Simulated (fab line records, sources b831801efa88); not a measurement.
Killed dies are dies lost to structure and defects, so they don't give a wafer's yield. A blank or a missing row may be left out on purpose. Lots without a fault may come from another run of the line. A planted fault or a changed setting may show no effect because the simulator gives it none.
A struck lot beside a sound one | flow sky130 | 32 steps out of a route of 708
Sound: wafers L652.2, L652.3, L652.5. Struck: wafer L665.3. (L665.1, L665.5 of the same lot were not struck and are left out.) The cause comes at the end.
At each step with rows: each side's tool, then ch and its chambers, then its first start. Under that, the readings that differ: sound wafers | struck wafers | difference of the means | sigmas: that difference in standard deviations of wafers without a fault.
alike: readings whose means differ by less than 2 such deviations, and words and numbers that are the same on both sides. not compared: withheld readings, readings that some wafer has no value for, bounds like >300 that may hide the same value, and numbers for which the record gives no deviation and whose values overlap.
The two part at a step that has a row with sigmas, a row that says differs or no value, or rows on one side only. Numbers that don't overlap but have no deviation are shown without sigmas and don't part them. A reading that every wafer of one side lacks parts them only if that side has two wafers or more.

SKY_CONTACT_ETCH_18: etches Si3N4 in CHF3/O2, stops on TiN, time 39 s, target depth 75 nm.
  sound on rie_diel-02 ch 0,1; struck on rie_diel-03 ch 3
  alike: drypump_motor_current_A, oes_product_au, throttle_valve_pct
  not compared: rf_hours_counter_h
SKY_CONTACT_STRIP_19: strips in O2/N2.
  sound on plasma_asher-01 ch 0,1, day 31 11:56; struck on plasma_asher-02 ch 1, day 36 02:04
  alike: drypump_motor_current_A, oes_product_au, strip_time_to_endpoint_s
  not compared: rf_hours_counter_h
then, 5 steps without rows for these wafers: SKY_CONTACT_STRIP_20 (strips in post etch residue remover, time 1200 s); SKY_CONTACT_CLEAN_21 (cleans in IPA, time 180 s); SKY_CONTACT_CLEAN_22 (cleans in O3/DIW); SKY_CONTACT_SPUTTER_23 (material TiN, target thk 20 nm, time 80 s); SKY_CONTACT_CVD_24 (deposits W, target thk 340 nm, time 102.12 s).
SKY_CONTACT_RS_MEAS_25: measures by four-point-probe.
  sound on film_metro-03, day 31 12:43; struck on film_metro-03, day 36 02:58
  alike: CONTACT_W_RS
SKY_CONTACT_THK_MEAS_26: measures by xrf.
  sound on film_metro-03, day 31 12:50; struck on film_metro-03, day 36 03:05
  alike: CONTACT_W_THK
then, 1 step without rows for these wafers: SKY_CONTACT_CMP_27 (polishes, stops on SiO2, t overpolish 15 s, target thk 0 nm).
SKY_METAL1_SPUTTER_00: material Ti, target thk 15 nm, time 10 s.
  sound on pvd_sputter-03, day 31 13:11; struck on pvd_sputter-03, day 36 03:26
  alike: cathode_dc_power_W, throttle_valve_pct
SKY_METAL1_SPUTTER_01: material TiN, target thk 20 nm, time 16.7 s.
  sound on pvd_sputter-03, day 31 13:13; struck on pvd_sputter-03, day 36 03:28
  alike: cathode_dc_power_W, throttle_valve_pct
SKY_METAL1_SPUTTER_02: material AlCu, target thk 250 nm, time 13.3 s.
  sound on pvd_sputter-03, day 31 13:14; struck on pvd_sputter-03, day 36 03:29
  reading                                     | sound             | struck | difference | sigmas
  cathode_dc_power_W (W)                      | 10601 10601 10598 | 11060  | +460       | +99 or more
  model.AlCu_of_METAL1_SPUTTER_02.thk_nm (nm) | 250.1 249.8 248.7 | 260.7  | +11.2      |
  alike: throttle_valve_pct
then, 1 step without rows for these wafers: SKY_METAL1_SPUTTER_03 (material Ti, target thk 5 nm, time 3.3 s).
SKY_METAL1_SPUTTER_04: material TiN, target thk 70 nm, time 58.3 s.
  sound on pvd_sputter-03, day 31 13:16; struck on pvd_sputter-03, day 36 03:32
  alike: cathode_dc_power_W, throttle_valve_pct
SKY_METAL1_RS_MEAS_05: measures by four-point-probe.
  sound on film_metro-04, day 31 13:20; struck on film_metro-04, day 36 03:35
  reading                 | sound                | struck | difference | sigmas
  METAL1_ALCU_RS (ohm/sq) | 0.1268 0.1271 0.1274 | 0.1217 | -0.0054    | -5
SKY_METAL1_THK_MEAS_06: measures by xrf.
  sound on film_metro-04, day 31 13:27; struck on film_metro-04, day 36 03:42
  reading              | sound             | struck | difference | sigmas
  METAL1_ALCU_THK (nm) | 250.5 249.5 247.4 | 259.8  | +10.7      | +4
then, 8 steps without rows for these wafers: SKY_METAL1_DEHYDRATE_07 (time 60 s); SKY_METAL1_HMDS_08 (prime time 60 s); SKY_METAL1_COAT_09 (resist thk 60 nm); SKY_METAL1_COAT_10 (resist thk 450 nm); SKY_METAL1_SOFTBAKE_11 (time 90 s); SKY_METAL1_EXPOSE_12 (exposes mask MM1, target cd 140 nm); SKY_METAL1_PEB_13; SKY_METAL1_DEVELOP_14 (develop time 60 s).
SKY_METAL1_CD_MEAS_15: target cd 140 nm.
  sound on cd_sem-01, day 32 16:11; struck on cd_sem-01, day 37 05:12
  alike: cd_nm
SKY_METAL1_OVL_MEAS_16:
  sound on overlay-01, day 32 16:18; struck on overlay-01, day 37 05:19
  alike: METAL1_OVL
then, 2 steps without rows for these wafers: SKY_METAL1_DESCUM_17 (chemistry O2, time 8 s); SKY_METAL1_ETCH_18 (etches BARC in N2/H2, stops on SiO2, time 45.9 s, target depth 60 nm).
SKY_METAL1_METAL_ETCH_19: etches the open film in Cl2/BCl3, stops on SiO2, target depth 360 nm, time 78 s.
  sound on rie_metal-01 ch 1, day 32 16:25; struck on rie_metal-01 ch 1, day 37 05:27
  reading                            | sound             | struck | difference | sigmas
  model.METAL1.feature_depth_nm (nm) | 360.3 359.8 358.1 | 354.2  | -5.2       |
  model.etch.depth_nm (nm)           | 360.3 359.8 358.1 | 354.2  | -5.2       |
  alike: bcl3_flow_sccm, drypump_motor_current_A, oes_product_au, throttle_valve_pct
  not compared: rf_hours_counter_h
then, 1 step without rows for these wafers: SKY_METAL1_STRIP_20 (strips in O2/N2).
-- the record jumps here: 12 days lie between the struck wafers' starts before and after (it left off in module METAL1 and takes up again in module PAD_OPEN, whose first step shown is number 708 of the route) --
SKY_PAD_OPEN_PROBE_99:
  sound on prober-01, day 45 16:20; struck on prober-02, day 49 02:59
  reading                      | sound                | struck | difference | sigmas
  model.etest.met1.line_ohm_um | 0.9137 0.8974 0.8954 | 0.8802 | -0.0220    |
  model.etest.met1.rs_ohm_sq   | 0.1289 0.1284 0.1289 | 0.1227 | -0.0060    |
  alike: defect_limited_yield, killed_at_M0_to_M3, killed_at_M4_up, killed_at_contacts, killed_at_front_end, killed_at_other, killed_dies, killed_on_rim, killed_open, killed_short, sort_bin_3_pad_short, sort_bin_5_function, sort_bin_6_memory, sort_n_pass, sort_yield_pct

WHERE THEY PART
First at SKY_METAL1_SPUTTER_02; last, within this record, at SKY_METAL1_THK_MEAS_06. Later steps at which nothing parts them and some readings are alike: SKY_METAL1_CD_MEAS_15, SKY_METAL1_OVL_MEAS_16, SKY_METAL1_METAL_ETCH_19, SKY_PAD_OPEN_PROBE_99.

WHY: what the simulator had put in
Process parameter drift: pvd_sputter-03, from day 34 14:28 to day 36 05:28, at SKY_METAL1_SPUTTER_02. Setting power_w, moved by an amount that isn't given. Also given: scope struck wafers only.
